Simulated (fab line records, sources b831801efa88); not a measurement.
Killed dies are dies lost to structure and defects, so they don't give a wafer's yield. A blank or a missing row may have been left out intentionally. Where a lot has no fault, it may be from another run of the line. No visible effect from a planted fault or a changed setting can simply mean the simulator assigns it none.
Which of the tools did it? | flow gf180mcu | 12 lots with 36 wafers sampled at 7 steps, on a route of 602 steps

WHAT EACH GAUGE READ, for each wafer
GF_HV_LDD_THK_MEAS_57. Usual: HV_LDD_CVD_56_THK 90.1 nm, standard deviation 1.
lot  | measured     | on            | HV_LDD_CVD_56_THK (nm) | flag
L484 | day 12 13:22 | film metro-04 | 88.0 88.9 88.3         |
L487 | day 13 12:30 | film metro-01 | 90.0 90.3 90.7         |
L494 | day 16 00:22 | film metro-04 | 89.6 89.2 89.9         |
L495 | day 16 04:26 | film metro-01 | 89.4 89.0 88.5         |
L497 | day 16 23:56 | film metro-03 | 91.0 90.8 91.0         |
L498 | day 17 05:43 | film metro-04 | 90.8 91.3 90.5         |
L499 | day 17 14:47 | film metro-01 | 88.3 89.7 88.9         |
L501 | day 18 02:28 | film metro-03 | 90.6 90.8 90.9         |
L503 | day 18 19:50 | film metro-04 | 89.4 87.9 88.7         |
L505 | day 19 11:01 | film metro-03 | 89.2 89.7 89.9         |
L506 | day 19 14:43 | film metro-01 | 91.4 91.1 90.7         |
L507 | day 20 04:17 | film metro-04 | 91.2 91.1 91.6         |

GF_PSD_OVL_MEAS_08. Usual: PSD_OVL -0.2 nm, standard deviation 1.2.
lot  | measured     | on         | PSD_OVL (nm)   | flag
L484 | day 14 05:18 | overlay-02 | -2.5 -1.7 -1.6 |
L487 | day 15 06:03 | overlay-01 | -2.2 -1.3 -0.3 |
L494 | day 17 20:14 | overlay-01 | -1.4 -0.9 -0.6 |
L495 | day 18 00:19 | overlay-01 | 1.9 -0.9 -0.4  |
L497 | day 18 21:46 | overlay-01 | -0.4 1.7 -0.4  |
L498 | day 19 05:40 | overlay-01 | -1.6 -0.9 -1.9 |
L499 | day 19 13:08 | overlay-01 | -2.9 -2.0 -1.8 |
L501 | day 20 02:56 | overlay-02 | -0.3 -0.1 -0.2 |
L503 | day 20 21:08 | overlay-02 | -0.3 -0.1 -1.2 |
L505 | day 21 12:36 | overlay-01 | 1.6 0.0 0.3    |
L506 | day 21 15:46 | overlay-02 | 1.6 -0.1 -0.7  |
L507 | day 22 07:19 | overlay-01 | 1.6 1.1 2.1    |

GF_PSD_TW_MEAS_11. Usual: PSD_TW 3164, standard deviation 17.
lot  | measured     | on            | PSD_TW         | flag
L484 | day 14 05:35 | film metro-02 | 3168 3158 3152 |
L487 | day 15 06:20 | film metro-02 | 3132 3149 3147 |
L494 | day 17 20:32 | film metro-01 | 3257 3259 3286 | OFF
L495 | day 18 00:36 | film metro-01 | 3264 3262 3285 | OFF
L497 | day 18 22:04 | film metro-01 | 3168 3177 3193 |
L498 | day 19 05:57 | film metro-02 | 3134 3126 3164 |
L499 | day 19 13:26 | film metro-03 | 3159 3136 3157 |
L501 | day 20 03:13 | film metro-01 | 3189 3163 3149 |
L503 | day 20 21:25 | film metro-03 | 3170 3172 3165 |
L505 | day 21 12:53 | film metro-02 | 3149 3166 3137 |
L506 | day 21 16:03 | film metro-02 | 3165 3140 3145 |
L507 | day 22 07:36 | film metro-02 | 3142 3166 3142 |

GF_PSD_RS_MEAS_15: the measuring method here is four-point-probe. Usual: PSD_RS 108.70 ohm/sq, standard deviation 0.26.
lot  | measured     | on            | PSD_RS (ohm/sq)      | flag
L484 | day 14 05:55 | film metro-03 | 108.25 108.55 108.26 |
L487 | day 15 06:40 | film metro-03 | 108.73 108.77 108.27 |
L494 | day 17 20:52 | film metro-03 | 105.88 105.81 106.19 | OFF
L495 | day 18 00:55 | film metro-03 | 105.91 105.78 105.94 | OFF
L497 | day 18 22:23 | film metro-03 | 108.40 108.35 108.40 |
L498 | day 19 06:16 | film metro-01 | 108.61 108.50 108.70 |
L499 | day 19 13:46 | film metro-01 | 108.71 108.93 108.69 |
L501 | day 20 03:32 | film metro-03 | 109.15 108.83 109.00 |
L503 | day 20 21:44 | film metro-01 | 108.51 108.89 109.09 |
L505 | day 21 13:12 | film metro-01 | 108.16 108.17 108.45 |
L506 | day 21 16:22 | film metro-02 | 108.39 108.82 108.61 |
L507 | day 22 07:56 | film metro-02 | 109.08 108.82 109.20 |

GF_SAB_THK_MEAS_01. Usual: SAB_CVD_00_THK 50.0 nm, standard deviation 0.79.
lot  | measured     | on            | SAB_CVD_00_THK (nm) | flag
L484 | day 14 06:02 | film metro-04 | 49.8 49.3 50.7      |
L487 | day 15 06:48 | film metro-02 | 49.4 49.1 50.4      |
L494 | day 17 20:59 | film metro-04 | 49.2 49.9 49.9      |
L495 | day 18 01:04 | film metro-02 | 50.3 51.2 51.2      |
L497 | day 18 22:31 | film metro-02 | 51.1 50.9 51.7      |
L498 | day 19 06:24 | film metro-02 | 49.9 51.5 50.7      |
L499 | day 19 13:53 | film metro-02 | 49.9 49.9 50.8      |
L501 | day 20 03:40 | film metro-02 | 49.2 50.7 51.2      |
L503 | day 20 21:52 | film metro-03 | 49.9 50.1 51.1      |
L505 | day 21 13:20 | film metro-04 | 50.1 50.0 51.1      |
L506 | day 21 16:31 | film metro-03 | 49.6 49.7 50.4      |
L507 | day 22 08:04 | film metro-04 | 49.3 50.1 50.6      |

WHAT TOOL EACH LOT RAN ON (gives the tool, then ch and the chambers of the sampled wafers, and finally the start)
lot  | GF_PSD_IMPLANT_09               | GF_PSD_STRIP_10
L484 | implanter-02 ch 0, day 14 05:21 | plasma asher-04 ch 0,1, day 14 05:29
L487 | implanter-02 ch 0, day 15 06:05 | plasma asher-02 ch 0,1, day 15 06:14
L494 | implanter-04 ch 0, day 17 20:19 | plasma asher-02 ch 0,1, day 17 20:26
L495 | implanter-04 ch 0, day 18 00:21 | plasma asher-02 ch 0,1, day 18 00:30
L497 | implanter-01 ch 0, day 18 21:49 | plasma asher-04 ch 0,1, day 18 21:58
L498 | implanter-02 ch 0, day 19 05:43 | plasma asher-02 ch 0,1, day 19 05:50
L499 | implanter-01 ch 0, day 19 13:13 | plasma asher-02 ch 0,1, day 19 13:20
L501 | implanter-02 ch 0, day 20 02:59 | plasma asher-04 ch 0,1, day 20 03:07
L503 | implanter-04 ch 0, day 20 21:11 | plasma asher-04 ch 0,1, day 20 21:19
L505 | implanter-02 ch 0, day 21 12:38 | plasma asher-04 ch 0,1, day 21 12:47
L506 | implanter-02 ch 0, day 21 15:48 | plasma asher-04 ch 0,1, day 21 15:57
L507 | implanter-02 ch 0, day 22 07:23 | plasma asher-04 ch 0,1, day 22 07:31
- GF_PSD_IMPLANT_09
- GF_PSD_STRIP_10: strips in O2/N2.

WHAT THE TOOLS THEMSELVES READ (means of the sampled wafers that have a number; where no wafer has one, the mark that the record gives instead)
GF_PSD_IMPLANT_09. Usual: dose ions cm2 1.4999e+15, standard deviation 1.5e+12; faraday current uA 8233, standard deviation 160.
lot  | tool         | dose ions cm2 | faraday current uA | flag
L484 | implanter-02 | 1.4980e+15    | 8097               |
L487 | implanter-02 | 1.5009e+15    | 8224               |
L494 | implanter-04 | 1.7414e+15    | 9596               | OFF
L495 | implanter-04 | 1.7443e+15    | 9531               | OFF
L497 | implanter-01 | 1.4999e+15    | 8309               |
L498 | implanter-02 | 1.5011e+15    | 8283               |
L499 | implanter-01 | 1.5018e+15    | 8079               |
L501 | implanter-02 | 1.5015e+15    | 8184               |
L503 | implanter-04 | 1.4993e+15    | 8171               |
L505 | implanter-02 | 1.5002e+15    | 8232               |
L506 | implanter-02 | 1.5015e+15    | 8372               |
L507 | implanter-02 | 1.5006e+15    | 8174               |

GF_PSD_STRIP_10. Usual: drypump motor current A 5.8 A, standard deviation 0.43; heater power w 381 W, standard deviation 35; oes product au 0.592 a.u., standard deviation 0.0048; strip time to endpoint s 16.50 s, standard deviation 0.044.
lot  | tool            | drypump motor current A (A) | heater power w (W) | oes product au (a.u.) | strip time to endpoint s (s) | flag
L484 | plasma asher-04 | 5.6                         | 408                | 0.590                 | 16.50                        |
L487 | plasma asher-02 | 6.4                         | 337                | 0.587                 | 16.47                        |
L494 | plasma asher-02 | 6.0                         | 336                | 0.583                 | 16.98                        | OFF
L495 | plasma asher-02 | 6.4                         | 342                | 0.586                 | 17.03                        | OFF
L497 | plasma asher-04 | 5.7                         | 400                | 0.587                 | 16.51                        |
L498 | plasma asher-02 | 6.5                         | 341                | 0.589                 | 16.47                        |
L499 | plasma asher-02 | 6.1                         | 335                | 0.591                 | 16.47                        |
L501 | plasma asher-04 | 5.6                         | 407                | 0.589                 | 16.48                        |
L503 | plasma asher-04 | 5.6                         | 399                | 0.591                 | 16.50                        |
L505 | plasma asher-04 | 5.6                         | 396                | 0.586                 | 16.49                        |
L506 | plasma asher-04 | 5.6                         | 406                | 0.592                 | 16.56                        |
L507 | plasma asher-04 | 5.7                         | 407                | 0.597                 | 16.44                        |

THE ANSWER, worked out from the rows above alone
Rule: lot off if the mean of its wafers having a number is beyond 3 standard deviations from the usual mean. Also off: a lot with no number at a reading for which 4 or more lots have one. The other lots that the step has rows for count as sound. First the gauges in route order, then the tools' own readings, where a lot's mean is used as printed above. At the first step where some lot is off, the reading lying furthest off is the one used; lots without a number count as furthest.
Off: L494, L495, at GF_PSD_TW_MEAS_11 (PSD_TW).
If a tool, at a process step before that reading, ran all the lots that are off and no sound lot after the first of them, it fits. Not tried: the gauges at GF_PSD_TW_MEAS_11; whatever is off there is also off at GF_PSD_RS_MEAS_15, on other tools, and gauge error can't account for it. Not one of the candidates tried fits.

WHAT THE SIMULATOR PUT IN
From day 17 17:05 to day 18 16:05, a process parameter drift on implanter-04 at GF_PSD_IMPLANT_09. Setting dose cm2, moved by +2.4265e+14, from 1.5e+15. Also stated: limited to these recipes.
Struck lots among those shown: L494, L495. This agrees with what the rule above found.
